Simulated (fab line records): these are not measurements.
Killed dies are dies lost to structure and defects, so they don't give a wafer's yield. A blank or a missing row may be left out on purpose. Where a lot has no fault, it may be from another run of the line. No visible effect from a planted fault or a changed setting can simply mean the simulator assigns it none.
Which tool is to blame? || flow gf180mcu || 12 lots with 36 wafers sampled at 4 steps, on a route of 602 steps

WHAT EACH GAUGE READ, for each wafer
GF_V2_BOW_MEAS_05.
{"lot": "L311", "measured": "day 18 23:31", "on": "film-metro-04", "V2_BOW (um)": "95 104 99"}
{"lot": "L312", "measured": "day 19 04:17", "on": "film-metro-01", "V2_BOW (um)": "102 99 101"}
{"lot": "L313", "measured": "day 19 14:05", "on": "film-metro-03", "V2_BOW (um)": "97 95 97"}
{"lot": "L314", "measured": "day 21 02:17", "on": "film-metro-03", "V2_BOW (um)": "107 108 105"}
{"lot": "L319", "measured": "day 22 16:44", "on": "film-metro-04", "V2_BOW (um)": "91 94 104"}
{"lot": "L318", "measured": "day 22 19:47", "on": "film-metro-01", "V2_BOW (um)": "93 95 90"}
{"lot": "L327", "measured": "day 25 07:57", "on": "film-metro-03", "V2_BOW (um)": "89 89 93"}
{"lot": "L329", "measured": "day 25 17:13", "on": "film-metro-01", "V2_BOW (um)": "95 95 115"}
{"lot": "L330", "measured": "day 26 00:17", "on": "film-metro-03", "V2_BOW (um)": "95 100 104"}
{"lot": "L331", "measured": "day 26 09:48", "on": "film-metro-01", "V2_BOW (um)": "94 97 93"}
{"lot": "L333", "measured": "day 26 19:08", "on": "film-metro-03", "V2_BOW (um)": "109 91 99"}
{"lot": "L334", "measured": "day 27 02:20", "on": "film-metro-04", "V2_BOW (um)": "113 102 113"}

GF_V3_THK_MEAS_01.
{"lot": "L311", "measured": "day 21 02:28", "on": "film-metro-02", "V3_CVD_00_THK (nm)": "599 581 592"}
{"lot": "L312", "measured": "day 21 07:04", "on": "film-metro-02", "V3_CVD_00_THK (nm)": "599 603 594"}
{"lot": "L313", "measured": "day 21 17:24", "on": "film-metro-02", "V3_CVD_00_THK (nm)": "601 599 597"}
{"lot": "L314", "measured": "day 23 04:22", "on": "film-metro-04", "V3_CVD_00_THK (nm)": "608 603 609"}
{"lot": "L319", "measured": "day 24 16:16", "on": "film-metro-02", "V3_CVD_00_THK (nm)": "506 510 503"}
{"lot": "L318", "measured": "day 24 19:41", "on": "film-metro-02", "V3_CVD_00_THK (nm)": "504 503 500"}
{"lot": "L327", "measured": "day 27 03:50", "on": "film-metro-04", "V3_CVD_00_THK (nm)": "605 602 603"}
{"lot": "L329", "measured": "day 27 12:17", "on": "film-metro-03", "V3_CVD_00_THK (nm)": "594 601 605"}
{"lot": "L330", "measured": "day 27 19:43", "on": "film-metro-03", "V3_CVD_00_THK (nm)": "596 598 603"}
{"lot": "L331", "measured": "day 28 03:26", "on": "film-metro-03", "V3_CVD_00_THK (nm)": "592 585 598"}
{"lot": "L333", "measured": "day 28 12:36", "on": "film-metro-02", "V3_CVD_00_THK (nm)": "603 604 592"}
{"lot": "L334", "measured": "day 28 20:11", "on": "film-metro-03", "V3_CVD_00_THK (nm)": "599 615 608"}

WHICH TOOL RAN EACH LOT (tool, then ch and the chambers of the sampled wafers, then the start)
{"lot": "L311", "GF_M3_SPUTTER_01": "pvd-sputter-03, day 20 01:31", "GF_V3_CVD_00": "hdpcvd-01 ch 0,1,2, day 21 02:24"}
{"lot": "L312", "GF_M3_SPUTTER_01": "pvd-sputter-03, day 20 06:07", "GF_V3_CVD_00": "hdpcvd-02 ch 0,1,2, day 21 07:01"}
{"lot": "L313", "GF_M3_SPUTTER_01": "pvd-sputter-01, day 20 15:54", "GF_V3_CVD_00": "hdpcvd-02 ch 0,1,2, day 21 17:18"}
{"lot": "L314", "GF_M3_SPUTTER_01": "pvd-sputter-03, day 22 03:34", "GF_V3_CVD_00": "hdpcvd-02 ch 0,1,2, day 23 04:18"}
{"lot": "L319", "GF_M3_SPUTTER_01": "pvd-sputter-01, day 23 16:49", "GF_V3_CVD_00": "hdpcvd-02 ch 0,1, day 24 16:11"}
{"lot": "L318", "GF_M3_SPUTTER_01": "pvd-sputter-02, day 23 20:10", "GF_V3_CVD_00": "hdpcvd-02 ch 0,1,2, day 24 19:37"}
{"lot": "L327", "GF_M3_SPUTTER_01": "pvd-sputter-03, day 26 06:35", "GF_V3_CVD_00": "hdpcvd-02 ch 0,2, day 27 03:46"}
{"lot": "L329", "GF_M3_SPUTTER_01": "pvd-sputter-01, day 26 15:43", "GF_V3_CVD_00": "hdpcvd-01 ch 0,1,2, day 27 12:13"}
{"lot": "L330", "GF_M3_SPUTTER_01": "pvd-sputter-01, day 26 22:10", "GF_V3_CVD_00": "hdpcvd-02 ch 0,1,2, day 27 19:40"}
{"lot": "L331", "GF_M3_SPUTTER_01": "pvd-sputter-03, day 27 07:47", "GF_V3_CVD_00": "hdpcvd-01 ch 0,1, day 28 03:22"}
{"lot": "L333", "GF_M3_SPUTTER_01": "pvd-sputter-03, day 27 16:31", "GF_V3_CVD_00": "hdpcvd-02 ch 0,1, day 28 12:31"}
{"lot": "L334", "GF_M3_SPUTTER_01": "pvd-sputter-03, day 28 00:23", "GF_V3_CVD_00": "hdpcvd-01 ch 0,2, day 28 20:07"}
- GF_M3_SPUTTER_01: material TiN, target thk 30 nm, time 25 s.
- GF_V3_CVD_00: deposits SiO2, target thk 600 nm, time 100 s.

WHAT THE TOOLS THEMSELVES READ (means of the sampled wafers that have a number; where no wafer has one, the mark that the record gives instead)
GF_M3_SPUTTER_01.
{"lot": "L311", "tool": "pvd-sputter-03", "throttle-valve-pct (%)": 30.1}
{"lot": "L312", "tool": "pvd-sputter-03", "throttle-valve-pct (%)": 30.6}
{"lot": "L313", "tool": "pvd-sputter-01", "throttle-valve-pct (%)": 31.3}
{"lot": "L314", "tool": "pvd-sputter-03", "throttle-valve-pct (%)": 29.3}
{"lot": "L319", "tool": "pvd-sputter-01", "throttle-valve-pct (%)": 31.4}
{"lot": "L318", "tool": "pvd-sputter-02", "throttle-valve-pct (%)": 30.1}
{"lot": "L327", "tool": "pvd-sputter-03", "throttle-valve-pct (%)": 29.5}
{"lot": "L329", "tool": "pvd-sputter-01", "throttle-valve-pct (%)": 31.0}
{"lot": "L330", "tool": "pvd-sputter-01", "throttle-valve-pct (%)": 30.1}
{"lot": "L331", "tool": "pvd-sputter-03", "throttle-valve-pct (%)": 29.4}
{"lot": "L333", "tool": "pvd-sputter-03", "throttle-valve-pct (%)": 30.4}
{"lot": "L334", "tool": "pvd-sputter-03", "throttle-valve-pct (%)": 30.6}

GF_V3_CVD_00.
{"lot": "L311", "tool": "hdpcvd-01", "pressure-mtorr (mTorr)": 5.995, "sih4-flow-sccm (sccm)": 59.84}
{"lot": "L312", "tool": "hdpcvd-02", "pressure-mtorr (mTorr)": 6.001, "sih4-flow-sccm (sccm)": 60.06}
{"lot": "L313", "tool": "hdpcvd-02", "pressure-mtorr (mTorr)": 6.006, "sih4-flow-sccm (sccm)": 59.92}
{"lot": "L314", "tool": "hdpcvd-02", "pressure-mtorr (mTorr)": 5.993, "sih4-flow-sccm (sccm)": 60.09}
{"lot": "L319", "tool": "hdpcvd-02", "pressure-mtorr (mTorr)": 6.000, "sih4-flow-sccm (sccm)": 51.04}
{"lot": "L318", "tool": "hdpcvd-02", "pressure-mtorr (mTorr)": 5.991, "sih4-flow-sccm (sccm)": 51.23}
{"lot": "L327", "tool": "hdpcvd-02", "pressure-mtorr (mTorr)": 6.006, "sih4-flow-sccm (sccm)": 59.96}
{"lot": "L329", "tool": "hdpcvd-01", "pressure-mtorr (mTorr)": 6.007, "sih4-flow-sccm (sccm)": 59.87}
{"lot": "L330", "tool": "hdpcvd-02", "pressure-mtorr (mTorr)": 6.005, "sih4-flow-sccm (sccm)": 59.87}
{"lot": "L331", "tool": "hdpcvd-01", "pressure-mtorr (mTorr)": 5.993, "sih4-flow-sccm (sccm)": 60.11}
{"lot": "L333", "tool": "hdpcvd-02", "pressure-mtorr (mTorr)": 5.999, "sih4-flow-sccm (sccm)": 59.90}
{"lot": "L334", "tool": "hdpcvd-01", "pressure-mtorr (mTorr)": 6.012, "sih4-flow-sccm (sccm)": 59.89}

THE ANSWER, worked out from the rows above alone
Rule: the usual values come from the lots themselves. The widest of any qualifying gaps counts: lots, ordered by their means at a reading, are off when they make up no more than a third of the lots, leave a main group of 4 or more, and stand apart from it by 3 or more times the standard deviation of that group's means. The tables above print the reading to a certain number of digits; a main group whose means all agree to those digits is not used. Also off: a lot with no number at a reading for which 4 or more lots have one. Where the step has rows for the other lots, those lots are counted as sound. After the gauges, taken in route order, come the tools' own readings; for these a lot's mean is taken, as printed above. At the first step where some lot is off, the reading lying furthest off is the one used; lots without a number count as furthest.
Off: at GF_V3_THK_MEAS_01 (V3_CVD_00_THK), L319, L318. Main group: mean 600 nm, sd 5.2.
If a tool, at a process step before that reading, ran all the lots that are off and no sound lot after the first of them, it fits. The gauges at GF_V3_THK_MEAS_01 aren't tried: what is off there is off at GF_V3_CVD_00 too, on other tools, and a gauge's error can't cause that. Of those tried, none fits.

WHAT HAD BEEN PUT IN BY THE SIMULATOR
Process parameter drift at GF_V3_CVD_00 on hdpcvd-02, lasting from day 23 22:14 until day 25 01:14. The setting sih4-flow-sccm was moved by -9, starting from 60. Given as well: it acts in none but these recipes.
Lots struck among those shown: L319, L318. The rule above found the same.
